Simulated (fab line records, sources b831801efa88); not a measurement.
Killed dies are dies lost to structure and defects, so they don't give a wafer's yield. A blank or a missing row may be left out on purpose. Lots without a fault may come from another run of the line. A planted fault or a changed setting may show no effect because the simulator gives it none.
Chamber matching | flow sky130 | SKY_LI_CONTACT_ETCH_15 on rie_diel-02: 4 sister chambers
The step etches PSG in C4F8/O2/Ar, stops on Si, target depth 600 nm. 8 wafers are shown with their chamber, then 7 later ones without.

WAFERS WITH THEIR CHAMBER
wafer  | chamber | oes_product_au (a.u.)
L818.2 | 1       | 0.835
L829.3 | 2       | 0.838
L829.6 | 3       | 0.841
L830.2 | 3       | 0.837
L830.4 | 2       | 0.835
L830.6 | 0       | 0.842
L836.3 | 1       | 0.838
L836.4 | 0       | 0.837

WAFERS WITHOUT THEIR CHAMBER
wafer  | oes_product_au (a.u.)
L836.5 | 0.838
L837.3 | 0.838
L837.4 | 0.841
L837.6 | 0.833
L838.1 | 0.837
L838.5 | 0.834
L838.6 | 0.847

WHICH CHAMBER EACH WENT THROUGH
wafer  | from the rows above               | in truth
L836.5 | can't be placed: 3 or 0 or 1 or 2 | 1
L837.3 | can't be placed: 3 or 0 or 1 or 2 | 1
L837.4 | can't be placed: 0 or 3 or 1 or 2 | 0
L837.6 | can't be placed: 1 or 2 or 3 or 0 | 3
L838.1 | can't be placed: 1 or 2 or 3 or 0 | 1
L838.5 | can't be placed: 1 or 2 or 3 or 0 | 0
L838.6 | can't be placed: 0 or 3 or 1 or 2 | 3
Placed correctly: 0 of 7. Can't be placed from these rows: 7 (the true chamber is among the candidates in 7). Placed wrongly: 0.
How it was worked out, from the rows above alone: a wafer's distance from a chamber is the root of the sum, over the readings, of the square of ((its reading less the chamber's mean) divided by the reading's scatter). The wafer belongs to the nearest chamber; if the next one is less than 2 further off, it can't be placed. A chamber's mean is the mean of its shown wafers. The scatter: the root of (the sum of the squares of (reading less its chamber's mean) over the shown wafers, divided by (wafers less chambers)).
